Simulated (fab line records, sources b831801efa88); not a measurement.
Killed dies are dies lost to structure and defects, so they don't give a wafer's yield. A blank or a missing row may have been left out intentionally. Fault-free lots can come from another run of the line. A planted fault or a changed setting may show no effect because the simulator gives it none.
The tool behind it: which one? / flow sky130 / 24 lots, 72 wafers sampled, at 5 steps of a route of 708

WHAT THE GAUGES SHOWED, per wafer
SKY_FIELD_ISO_THK_MEAS_04. Usual: FIELD_ISO_CVD_03_THK gives 164.7 nm (standard deviation 1.4).
lot=L074; measured=day 1 14:48; on=film-metro-02; FIELD_ISO_CVD_03_THK (nm)=164.6 162.6 164.1; flag=
lot=L075; measured=day 1 19:26; on=film-metro-03; FIELD_ISO_CVD_03_THK (nm)=161.7 162.2 162.3; flag=
lot=L076; measured=day 2 00:28; on=film-metro-03; FIELD_ISO_CVD_03_THK (nm)=163.6 163.0 163.9; flag=
lot=L077; measured=day 2 07:18; on=film-metro-02; FIELD_ISO_CVD_03_THK (nm)=165.1 164.2 165.9; flag=
lot=L078; measured=day 2 10:27; on=film-metro-03; FIELD_ISO_CVD_03_THK (nm)=166.7 166.6 165.9; flag=
lot=L079; measured=day 2 15:04; on=film-metro-02; FIELD_ISO_CVD_03_THK (nm)=163.4 162.9 163.4; flag=
lot=L080; measured=day 2 20:14; on=film-metro-01; FIELD_ISO_CVD_03_THK (nm)=164.7 164.2 164.2; flag=
lot=L081; measured=day 3 00:37; on=film-metro-02; FIELD_ISO_CVD_03_THK (nm)=164.8 164.3 165.1; flag=
lot=L082; measured=day 3 05:44; on=film-metro-03; FIELD_ISO_CVD_03_THK (nm)=166.9 167.5 166.9; flag=
lot=L083; measured=day 3 10:51; on=film-metro-01; FIELD_ISO_CVD_03_THK (nm)=167.1 166.7 166.9; flag=
lot=L084; measured=day 3 15:29; on=film-metro-02; FIELD_ISO_CVD_03_THK (nm)=165.1 165.7 166.8; flag=
lot=L085; measured=day 3 21:26; on=film-metro-01; FIELD_ISO_CVD_03_THK (nm)=164.8 163.9 166.0; flag=
lot=L086; measured=day 4 02:31; on=film-metro-02; FIELD_ISO_CVD_03_THK (nm)=165.0 165.5 164.5; flag=
lot=L087; measured=day 4 06:53; on=film-metro-01; FIELD_ISO_CVD_03_THK (nm)=164.6 164.4 163.1; flag=
lot=L088; measured=day 4 11:29; on=film-metro-01; FIELD_ISO_CVD_03_THK (nm)=163.1 165.5 164.2; flag=
lot=L089; measured=day 4 17:33; on=film-metro-01; FIELD_ISO_CVD_03_THK (nm)=165.1 167.1 165.5; flag=
lot=L090; measured=day 4 21:52; on=film-metro-01; FIELD_ISO_CVD_03_THK (nm)=163.7 165.0 163.4; flag=
lot=L091; measured=day 5 06:15; on=film-metro-02; FIELD_ISO_CVD_03_THK (nm)=163.9 164.4 163.5; flag=
lot=L092; measured=day 5 12:32; on=film-metro-01; FIELD_ISO_CVD_03_THK (nm)=163.2 164.7 163.5; flag=
lot=L094; measured=day 5 19:08; on=film-metro-03; FIELD_ISO_CVD_03_THK (nm)=162.0 164.2 163.1; flag=
lot=L093; measured=day 5 19:09; on=film-metro-01; FIELD_ISO_CVD_03_THK (nm)=166.4 165.6 166.3; flag=
lot=L095; measured=day 5 23:31; on=film-metro-02; FIELD_ISO_CVD_03_THK (nm)=162.0 160.8 162.2; flag=
lot=L096; measured=day 6 03:41; on=film-metro-02; FIELD_ISO_CVD_03_THK (nm)=164.8 165.6 162.9; flag=
lot=L097; measured=day 6 08:50; on=film-metro-02; FIELD_ISO_CVD_03_THK (nm)=164.3 165.8 164.0; flag=

SKY_CAP2M_OVL_MEAS_12. Usual: CAP2M_OVL gives -0.1 nm (standard deviation 1.5).
lot=L074; measured=day 41 01:46; on=overlay-01; CAP2M_OVL (nm)=0.3 1.4 1.3; flag=
lot=L075; measured=day 41 04:34; on=overlay-01; CAP2M_OVL (nm)=-1.4 -4.9 -0.8; flag=
lot=L076; measured=day 41 16:05; on=overlay-01; CAP2M_OVL (nm)=-1.8 0.8 -2.3; flag=
lot=L077; measured=day 41 23:52; on=overlay-01; CAP2M_OVL (nm)=-2.0 1.9 3.4; flag=
lot=L078; measured=day 41 23:59; on=overlay-02; CAP2M_OVL (nm)=-0.7 -1.7 0.1; flag=
lot=L079; measured=day 42 02:52; on=overlay-02; CAP2M_OVL (nm)=-0.7 -0.9 -1.7; flag=
lot=L080; measured=day 42 15:31; on=overlay-02; CAP2M_OVL (nm)=1.1 0.5 0.9; flag=
lot=L081; measured=day 42 22:20; on=overlay-01; CAP2M_OVL (nm)=2.9 -0.2 0.6; flag=
lot=L082; measured=day 42 22:38; on=overlay-02; CAP2M_OVL (nm)=1.8 0.4 0.8; flag=
lot=L083; measured=day 43 05:37; on=overlay-02; CAP2M_OVL (nm)=-0.2 -0.9 -2.0; flag=
lot=L084; measured=day 43 15:22; on=overlay-02; CAP2M_OVL (nm)=1.5 -1.0 2.9; flag=
lot=L085; measured=day 43 17:40; on=overlay-02; CAP2M_OVL (nm)=-0.5 1.9 0.2; flag=
lot=L086; measured=day 44 04:38; on=overlay-02; CAP2M_OVL (nm)=1.0 -1.0 0.0; flag=
lot=L087; measured=day 44 12:20; on=overlay-02; CAP2M_OVL (nm)=-2.3 -0.1 1.5; flag=
lot=L088; measured=day 44 14:34; on=overlay-01; CAP2M_OVL (nm)=1.2 0.7 -0.9; flag=
lot=L089; measured=day 44 18:07; on=overlay-02; CAP2M_OVL (nm)=-0.5 1.5 1.7; flag=
lot=L090; measured=day 45 04:25; on=overlay-02; CAP2M_OVL (nm)=1.4 0.2 1.3; flag=
lot=L091; measured=day 45 08:14; on=overlay-02; CAP2M_OVL (nm)=0.4 -0.7 -1.0; flag=
lot=L092; measured=day 46 00:07; on=overlay-01; CAP2M_OVL (nm)=1.3 0.6 -0.5; flag=
lot=L094; measured=day 46 07:31; on=overlay-02; CAP2M_OVL (nm)=-1.1 -0.6 1.0; flag=
lot=L093; measured=day 46 06:52; on=overlay-01; CAP2M_OVL (nm)=1.5 -1.1 -1.3; flag=
lot=L095; measured=day 46 12:11; on=overlay-01; CAP2M_OVL (nm)=1.0 -0.5 0.2; flag=
lot=L096; measured=day 46 16:55; on=overlay-02; CAP2M_OVL (nm)=-1.9 -2.1 -2.4; flag=
lot=L097; measured=day 46 23:53; on=overlay-02; CAP2M_OVL (nm)=2.9 1.7 2.0; flag=

EACH LOT AND THE TOOL THAT RAN IT (in order: tool; ch and the chambers of the sampled wafers; start)
lot=L074; SKY_LI_CONTACT_STRIP_16=plasma-asher-02 ch 0,1, day 29 10:05; SKY_LOCAL_INTERCONNECT_STRIP_15=plasma-asher-01 ch 0,1, day 30 16:01; SKY_VIA1_CVD_21=cvd-w-01 ch 0,1, day 34 06:38
lot=L075; SKY_LI_CONTACT_STRIP_16=plasma-asher-02 ch 0,1, day 29 18:08; SKY_LOCAL_INTERCONNECT_STRIP_15=plasma-asher-01 ch 0,1, day 30 23:33; SKY_VIA1_CVD_21=cvd-w-01 ch 0,1, day 34 14:40
lot=L076; SKY_LI_CONTACT_STRIP_16=plasma-asher-03 ch 0,1, day 30 06:08; SKY_LOCAL_INTERCONNECT_STRIP_15=plasma-asher-01 ch 0,1, day 31 10:58; SKY_VIA1_CVD_21=cvd-w-01 ch 0,1, day 35 01:38
lot=L077; SKY_LI_CONTACT_STRIP_16=plasma-asher-02 ch 0,1, day 30 13:50; SKY_LOCAL_INTERCONNECT_STRIP_15=plasma-asher-01 ch 0,1, day 31 18:26; SKY_VIA1_CVD_21=cvd-w-01 ch 0, day 35 07:37
lot=L078; SKY_LI_CONTACT_STRIP_16=plasma-asher-02 ch 0,1, day 30 14:23; SKY_LOCAL_INTERCONNECT_STRIP_15=plasma-asher-01 ch 0,1, day 31 19:26; SKY_VIA1_CVD_21=cvd-w-02 ch 0,1, day 35 08:56
lot=L079; SKY_LI_CONTACT_STRIP_16=plasma-asher-02 ch 0,1, day 30 17:41; SKY_LOCAL_INTERCONNECT_STRIP_15=plasma-asher-04 ch 0,1, day 31 22:56; SKY_VIA1_CVD_21=cvd-w-02 ch 0,1, day 35 12:01
lot=L080; SKY_LI_CONTACT_STRIP_16=plasma-asher-03 ch 0,1, day 31 10:36; SKY_LOCAL_INTERCONNECT_STRIP_15=plasma-asher-03 ch 0,1, day 32 15:13; SKY_VIA1_CVD_21=cvd-w-01 ch 0,1, day 36 04:20
lot=L081; SKY_LI_CONTACT_STRIP_16=plasma-asher-03 ch 0,1, day 31 16:50; SKY_LOCAL_INTERCONNECT_STRIP_15=plasma-asher-03 ch 0,1, day 32 21:43; SKY_VIA1_CVD_21=cvd-w-01 ch 0,1, day 36 10:44
lot=L082; SKY_LI_CONTACT_STRIP_16=plasma-asher-03 ch 0,1, day 31 19:02; SKY_LOCAL_INTERCONNECT_STRIP_15=plasma-asher-03 ch 0,1, day 32 23:14; SKY_VIA1_CVD_21=cvd-w-01 ch 0,1, day 36 10:55
lot=L083; SKY_LI_CONTACT_STRIP_16=plasma-asher-03 ch 0,1, day 31 23:35; SKY_LOCAL_INTERCONNECT_STRIP_15=plasma-asher-01 ch 0,1, day 33 04:30; SKY_VIA1_CVD_21=cvd-w-01 ch 0,1, day 36 17:17
lot=L084; SKY_LI_CONTACT_STRIP_16=plasma-asher-04 ch 0,1, day 32 12:21; SKY_LOCAL_INTERCONNECT_STRIP_15=plasma-asher-03 ch 0,1, day 33 16:32; SKY_VIA1_CVD_21=cvd-w-02 ch 0,1, day 37 04:29
lot=L085; SKY_LI_CONTACT_STRIP_16=plasma-asher-04 ch 0,1, day 32 17:07; SKY_LOCAL_INTERCONNECT_STRIP_15=plasma-asher-01 ch 0,1, day 33 21:46; SKY_VIA1_CVD_21=cvd-w-01 ch 0, day 37 09:37
lot=L086; SKY_LI_CONTACT_STRIP_16=plasma-asher-04 ch 0,1, day 33 05:59; SKY_LOCAL_INTERCONNECT_STRIP_15=plasma-asher-01 ch 0,1, day 34 10:15; SKY_VIA1_CVD_21=cvd-w-01 ch 0, day 37 21:38
lot=L087; SKY_LI_CONTACT_STRIP_16=plasma-asher-03 ch 0,1, day 33 13:23; SKY_LOCAL_INTERCONNECT_STRIP_15=plasma-asher-03 ch 0,1, day 34 16:52; SKY_VIA1_CVD_21=cvd-w-02 ch 0,1, day 38 03:52
lot=L088; SKY_LI_CONTACT_STRIP_16=plasma-asher-04 ch 0,1, day 33 19:24; SKY_LOCAL_INTERCONNECT_STRIP_15=plasma-asher-01 ch 0,1, day 34 23:19; SKY_VIA1_CVD_21=cvd-w-01 ch 0,1, day 38 09:59
lot=L089; SKY_LI_CONTACT_STRIP_16=plasma-asher-02 ch 0,1, day 33 23:06; SKY_LOCAL_INTERCONNECT_STRIP_15=plasma-asher-03 ch 0,1, day 35 03:05; SKY_VIA1_CVD_21=cvd-w-02 ch 0,1, day 38 13:58
lot=L090; SKY_LI_CONTACT_STRIP_16=plasma-asher-02 ch 0,1, day 34 08:23; SKY_LOCAL_INTERCONNECT_STRIP_15=plasma-asher-01 ch 0,1, day 35 11:41; SKY_VIA1_CVD_21=cvd-w-02 ch 0,1, day 38 23:22
lot=L091; SKY_LI_CONTACT_STRIP_16=plasma-asher-03 ch 0,1, day 34 14:42; SKY_LOCAL_INTERCONNECT_STRIP_15=plasma-asher-01 ch 0,1, day 35 19:02; SKY_VIA1_CVD_21=cvd-w-02 ch 0,1, day 39 05:04
lot=L092; SKY_LI_CONTACT_STRIP_16=plasma-asher-02 ch 0,1, day 35 09:51; SKY_LOCAL_INTERCONNECT_STRIP_15=plasma-asher-03 ch 0,1, day 36 13:40; SKY_VIA1_CVD_21=cvd-w-01 ch 0,1, day 39 23:10
lot=L094; SKY_LI_CONTACT_STRIP_16=plasma-asher-02 ch 0,1, day 35 17:38; SKY_LOCAL_INTERCONNECT_STRIP_15=plasma-asher-01 ch 0,1, day 36 20:56; SKY_VIA1_CVD_21=cvd-w-01 ch 0,1, day 40 05:31
lot=L093; SKY_LI_CONTACT_STRIP_16=plasma-asher-04 ch 0,1, day 35 17:08; SKY_LOCAL_INTERCONNECT_STRIP_15=plasma-asher-01 ch 0,1, day 36 20:35; SKY_VIA1_CVD_21=cvd-w-02 ch 0,1, day 40 04:27
lot=L095; SKY_LI_CONTACT_STRIP_16=plasma-asher-04 ch 0,1, day 35 23:17; SKY_LOCAL_INTERCONNECT_STRIP_15=plasma-asher-04 ch 0,1, day 37 02:21; SKY_VIA1_CVD_21=cvd-w-01 ch 0,1, day 40 10:53
lot=L096; SKY_LI_CONTACT_STRIP_16=plasma-asher-04 ch 0,1, day 36 06:11; SKY_LOCAL_INTERCONNECT_STRIP_15=plasma-asher-04 ch 0,1, day 37 09:30; SKY_VIA1_CVD_21=cvd-w-01 ch 0,1, day 40 16:09
lot=L097; SKY_LI_CONTACT_STRIP_16=plasma-asher-04 ch 0,1, day 36 14:02; SKY_LOCAL_INTERCONNECT_STRIP_15=plasma-asher-04 ch 0,1, day 37 17:15; SKY_VIA1_CVD_21=cvd-w-02 ch 0,1, day 41 01:46
- SKY_LI_CONTACT_STRIP_16: strips in O2/N2.
- SKY_LOCAL_INTERCONNECT_STRIP_15: strips in O2/N2.
- SKY_VIA1_CVD_21: deposits W, target thk 270 nm, time 80.902 s.

WHAT THE TOOLS THEMSELVES READ (means of the sampled wafers that have a number; where no wafer has one, the mark that the record gives instead)
SKY_LI_CONTACT_STRIP_16. Usual: chamber-pressure-mTorr 1499.9 mTorr, standard deviation 1.4; drypump-motor-current-A 5.62 A, standard deviation 0.25; oes-product-au 0.377 a.u., standard deviation 0.0054; strip-time-to-endpoint-s 3.50 s, standard deviation 0.046.
lot=L074; tool=plasma-asher-02; chamber-pressure-mTorr (mTorr)=1500.5; drypump-motor-current-A (A)=5.51; oes-product-au (a.u.)=0.381; strip-time-to-endpoint-s (s)=3.51; flag=
lot=L075; tool=plasma-asher-02; chamber-pressure-mTorr (mTorr)=1501.2; drypump-motor-current-A (A)=5.47; oes-product-au (a.u.)=0.376; strip-time-to-endpoint-s (s)=3.50; flag=
lot=L076; tool=plasma-asher-03; chamber-pressure-mTorr (mTorr)=1498.4; drypump-motor-current-A (A)=5.92; oes-product-au (a.u.)=0.385; strip-time-to-endpoint-s (s)=3.55; flag=
lot=L077; tool=plasma-asher-02; chamber-pressure-mTorr (mTorr)=1500.1; drypump-motor-current-A (A)=5.48; oes-product-au (a.u.)=0.380; strip-time-to-endpoint-s (s)=3.50; flag=
lot=L078; tool=plasma-asher-02; chamber-pressure-mTorr (mTorr)=1499.5; drypump-motor-current-A (A)=5.48; oes-product-au (a.u.)=0.378; strip-time-to-endpoint-s (s)=3.49; flag=
lot=L079; tool=plasma-asher-02; chamber-pressure-mTorr (mTorr)=1501.4; drypump-motor-current-A (A)=5.52; oes-product-au (a.u.)=0.378; strip-time-to-endpoint-s (s)=3.53; flag=
lot=L080; tool=plasma-asher-03; chamber-pressure-mTorr (mTorr)=1500.2; drypump-motor-current-A (A)=5.94; oes-product-au (a.u.)=0.380; strip-time-to-endpoint-s (s)=3.50; flag=
lot=L081; tool=plasma-asher-03; chamber-pressure-mTorr (mTorr)=1498.9; drypump-motor-current-A (A)=5.96; oes-product-au (a.u.)=0.377; strip-time-to-endpoint-s (s)=3.54; flag=
lot=L082; tool=plasma-asher-03; chamber-pressure-mTorr (mTorr)=1500.7; drypump-motor-current-A (A)=5.96; oes-product-au (a.u.)=0.377; strip-time-to-endpoint-s (s)=3.50; flag=
lot=L083; tool=plasma-asher-03; chamber-pressure-mTorr (mTorr)=1500.2; drypump-motor-current-A (A)=5.93; oes-product-au (a.u.)=0.376; strip-time-to-endpoint-s (s)=3.51; flag=
lot=L084; tool=plasma-asher-04; chamber-pressure-mTorr (mTorr)=1500.6; drypump-motor-current-A (A)=5.57; oes-product-au (a.u.)=0.376; strip-time-to-endpoint-s (s)=3.47; flag=
lot=L085; tool=plasma-asher-04; chamber-pressure-mTorr (mTorr)=1500.6; drypump-motor-current-A (A)=5.58; oes-product-au (a.u.)=0.379; strip-time-to-endpoint-s (s)=3.51; flag=
lot=L086; tool=plasma-asher-04; chamber-pressure-mTorr (mTorr)=1499.7; drypump-motor-current-A (A)=5.55; oes-product-au (a.u.)=0.378; strip-time-to-endpoint-s (s)=3.54; flag=
lot=L087; tool=plasma-asher-03; chamber-pressure-mTorr (mTorr)=1501.1; drypump-motor-current-A (A)=5.93; oes-product-au (a.u.)=0.372; strip-time-to-endpoint-s (s)=3.50; flag=
lot=L088; tool=plasma-asher-04; chamber-pressure-mTorr (mTorr)=1500.3; drypump-motor-current-A (A)=5.57; oes-product-au (a.u.)=0.375; strip-time-to-endpoint-s (s)=3.50; flag=
lot=L089; tool=plasma-asher-02; chamber-pressure-mTorr (mTorr)=1499.2; drypump-motor-current-A (A)=5.48; oes-product-au (a.u.)=0.376; strip-time-to-endpoint-s (s)=3.43; flag=
lot=L090; tool=plasma-asher-02; chamber-pressure-mTorr (mTorr)=1500.4; drypump-motor-current-A (A)=5.53; oes-product-au (a.u.)=0.367; strip-time-to-endpoint-s (s)=3.47; flag=
lot=L091; tool=plasma-asher-03; chamber-pressure-mTorr (mTorr)=1499.4; drypump-motor-current-A (A)=5.94; oes-product-au (a.u.)=0.377; strip-time-to-endpoint-s (s)=3.47; flag=
lot=L092; tool=plasma-asher-02; chamber-pressure-mTorr (mTorr)=1500.3; drypump-motor-current-A (A)=5.53; oes-product-au (a.u.)=0.375; strip-time-to-endpoint-s (s)=3.46; flag=
lot=L094; tool=plasma-asher-02; chamber-pressure-mTorr (mTorr)=1500.5; drypump-motor-current-A (A)=5.48; oes-product-au (a.u.)=0.378; strip-time-to-endpoint-s (s)=3.54; flag=
lot=L093; tool=plasma-asher-04; chamber-pressure-mTorr (mTorr)=1498.6; drypump-motor-current-A (A)=5.59; oes-product-au (a.u.)=0.376; strip-time-to-endpoint-s (s)=3.52; flag=
lot=L095; tool=plasma-asher-04; chamber-pressure-mTorr (mTorr)=1499.9; drypump-motor-current-A (A)=5.57; oes-product-au (a.u.)=0.380; strip-time-to-endpoint-s (s)=3.50; flag=
lot=L096; tool=plasma-asher-04; chamber-pressure-mTorr (mTorr)=1499.0; drypump-motor-current-A (A)=5.57; oes-product-au (a.u.)=0.382; strip-time-to-endpoint-s (s)=3.46; flag=
lot=L097; tool=plasma-asher-04; chamber-pressure-mTorr (mTorr)=1500.0; drypump-motor-current-A (A)=5.40; oes-product-au (a.u.)=0.378; strip-time-to-endpoint-s (s)=3.48; flag=

SKY_LOCAL_INTERCONNECT_STRIP_15. Usual: chamber-pressure-mTorr 1500.0 mTorr, standard deviation 1.2; drypump-motor-current-A 5.78 A, standard deviation 0.25; oes-product-au 0.427 a.u., standard deviation 0.0047; strip-time-to-endpoint-s 4.718 s, standard deviation 0.021.
lot=L074; tool=plasma-asher-01; chamber-pressure-mTorr (mTorr)=1501.0; drypump-motor-current-A (A)=5.73; oes-product-au (a.u.)=0.426; strip-time-to-endpoint-s (s)=4.708; flag=
lot=L075; tool=plasma-asher-01; chamber-pressure-mTorr (mTorr)=1501.1; drypump-motor-current-A (A)=5.88; oes-product-au (a.u.)=0.425; strip-time-to-endpoint-s (s)=4.689; flag=
lot=L076; tool=plasma-asher-01; chamber-pressure-mTorr (mTorr)=1500.4; drypump-motor-current-A (A)=5.87; oes-product-au (a.u.)=0.431; strip-time-to-endpoint-s (s)=4.734; flag=
lot=L077; tool=plasma-asher-01; chamber-pressure-mTorr (mTorr)=1499.5; drypump-motor-current-A (A)=5.91; oes-product-au (a.u.)=0.428; strip-time-to-endpoint-s (s)=4.737; flag=
lot=L078; tool=plasma-asher-01; chamber-pressure-mTorr (mTorr)=1501.4; drypump-motor-current-A (A)=5.71; oes-product-au (a.u.)=0.428; strip-time-to-endpoint-s (s)=4.709; flag=
lot=L079; tool=plasma-asher-04; chamber-pressure-mTorr (mTorr)=1499.3; drypump-motor-current-A (A)=5.41; oes-product-au (a.u.)=0.425; strip-time-to-endpoint-s (s)=4.724; flag=
lot=L080; tool=plasma-asher-03; chamber-pressure-mTorr (mTorr)=1500.0; drypump-motor-current-A (A)=5.93; oes-product-au (a.u.)=0.429; strip-time-to-endpoint-s (s)=4.714; flag=
lot=L081; tool=plasma-asher-03; chamber-pressure-mTorr (mTorr)=1500.3; drypump-motor-current-A (A)=5.96; oes-product-au (a.u.)=0.427; strip-time-to-endpoint-s (s)=4.704; flag=
lot=L082; tool=plasma-asher-03; chamber-pressure-mTorr (mTorr)=1499.7; drypump-motor-current-A (A)=5.89; oes-product-au (a.u.)=0.430; strip-time-to-endpoint-s (s)=4.720; flag=
lot=L083; tool=plasma-asher-01; chamber-pressure-mTorr (mTorr)=1499.9; drypump-motor-current-A (A)=5.86; oes-product-au (a.u.)=0.426; strip-time-to-endpoint-s (s)=4.720; flag=
lot=L084; tool=plasma-asher-03; chamber-pressure-mTorr (mTorr)=1500.6; drypump-motor-current-A (A)=5.93; oes-product-au (a.u.)=0.428; strip-time-to-endpoint-s (s)=4.727; flag=
lot=L085; tool=plasma-asher-01; chamber-pressure-mTorr (mTorr)=1499.9; drypump-motor-current-A (A)=5.88; oes-product-au (a.u.)=0.423; strip-time-to-endpoint-s (s)=4.699; flag=
lot=L086; tool=plasma-asher-01; chamber-pressure-mTorr (mTorr)=1498.8; drypump-motor-current-A (A)=5.71; oes-product-au (a.u.)=0.426; strip-time-to-endpoint-s (s)=4.715; flag=
lot=L087; tool=plasma-asher-03; chamber-pressure-mTorr (mTorr)=1499.5; drypump-motor-current-A (A)=5.92; oes-product-au (a.u.)=0.426; strip-time-to-endpoint-s (s)=4.733; flag=
lot=L088; tool=plasma-asher-01; chamber-pressure-mTorr (mTorr)=1500.4; drypump-motor-current-A (A)=5.70; oes-product-au (a.u.)=0.423; strip-time-to-endpoint-s (s)=4.696; flag=
lot=L089; tool=plasma-asher-03; chamber-pressure-mTorr (mTorr)=1499.5; drypump-motor-current-A (A)=5.93; oes-product-au (a.u.)=0.424; strip-time-to-endpoint-s (s)=4.755; flag=
lot=L090; tool=plasma-asher-01; chamber-pressure-mTorr (mTorr)=1500.2; drypump-motor-current-A (A)=5.72; oes-product-au (a.u.)=0.430; strip-time-to-endpoint-s (s)=4.725; flag=
lot=L091; tool=plasma-asher-01; chamber-pressure-mTorr (mTorr)=1500.3; drypump-motor-current-A (A)=5.90; oes-product-au (a.u.)=0.429; strip-time-to-endpoint-s (s)=4.707; flag=
lot=L092; tool=plasma-asher-03; chamber-pressure-mTorr (mTorr)=1499.7; drypump-motor-current-A (A)=5.94; oes-product-au (a.u.)=0.426; strip-time-to-endpoint-s (s)=4.710; flag=
lot=L094; tool=plasma-asher-01; chamber-pressure-mTorr (mTorr)=1501.4; drypump-motor-current-A (A)=5.88; oes-product-au (a.u.)=0.429; strip-time-to-endpoint-s (s)=4.731; flag=
lot=L093; tool=plasma-asher-01; chamber-pressure-mTorr (mTorr)=1499.3; drypump-motor-current-A (A)=5.87; oes-product-au (a.u.)=0.426; strip-time-to-endpoint-s (s)=4.702; flag=
lot=L095; tool=plasma-asher-04; chamber-pressure-mTorr (mTorr)=1499.8; drypump-motor-current-A (A)=5.59; oes-product-au (a.u.)=0.426; strip-time-to-endpoint-s (s)=4.751; flag=
lot=L096; tool=plasma-asher-04; chamber-pressure-mTorr (mTorr)=1499.4; drypump-motor-current-A (A)=5.56; oes-product-au (a.u.)=0.426; strip-time-to-endpoint-s (s)=4.719; flag=
lot=L097; tool=plasma-asher-04; chamber-pressure-mTorr (mTorr)=1500.4; drypump-motor-current-A (A)=5.56; oes-product-au (a.u.)=0.427; strip-time-to-endpoint-s (s)=4.739; flag=

SKY_VIA1_CVD_21. Usual: heater-power-w at 874 W, with a standard deviation of 50.
lot=L074; tool=cvd-w-01; heater-power-w (W)=857; flag=
lot=L075; tool=cvd-w-01; heater-power-w (W)=913; flag=
lot=L076; tool=cvd-w-01; heater-power-w (W)=911; flag=
lot=L077; tool=cvd-w-01; heater-power-w (W)=828; flag=
lot=L078; tool=cvd-w-02; heater-power-w (W)=905; flag=
lot=L079; tool=cvd-w-02; heater-power-w (W)=891; flag=
lot=L080; tool=cvd-w-01; heater-power-w (W)=903; flag=
lot=L081; tool=cvd-w-01; heater-power-w (W)=851; flag=
lot=L082; tool=cvd-w-01; heater-power-w (W)=901; flag=
lot=L083; tool=cvd-w-01; heater-power-w (W)=900; flag=
lot=L084; tool=cvd-w-02; heater-power-w (W)=888; flag=
lot=L085; tool=cvd-w-01; heater-power-w (W)=828; flag=
lot=L086; tool=cvd-w-01; heater-power-w (W)=837; flag=
lot=L087; tool=cvd-w-02; heater-power-w (W)=890; flag=
lot=L088; tool=cvd-w-01; heater-power-w (W)=908; flag=
lot=L089; tool=cvd-w-02; heater-power-w (W)=908; flag=
lot=L090; tool=cvd-w-02; heater-power-w (W)=878; flag=
lot=L091; tool=cvd-w-02; heater-power-w (W)=897; flag=
lot=L092; tool=cvd-w-01; heater-power-w (W)=827; flag=
lot=L094; tool=cvd-w-01; heater-power-w (W)=833; flag=
lot=L093; tool=cvd-w-02; heater-power-w (W)=887; flag=
lot=L095; tool=cvd-w-01; heater-power-w (W)=827; flag=
lot=L096; tool=cvd-w-01; heater-power-w (W)=826; flag=
lot=L097; tool=cvd-w-02; heater-power-w (W)=901; flag=

THE ANSWER, worked out from the rows above alone
Rule: a lot counts as off when the mean over its wafers that have a number is more than 3 standard deviations away from the usual mean. A lot without any number at a reading at which 4 lots or more have one is off too. All remaining lots with rows at the step are treated as sound. After the gauges, taken in route order, come the tools' own readings; for these a lot's mean is taken, as printed above. At the first step where some lot is off, the reading lying furthest off is the one used; lots without a number count as furthest.
No lot is off on any of the readings shown, so nothing can be concluded from this.

WHAT WAS PUT IN BY THE SIMULATOR
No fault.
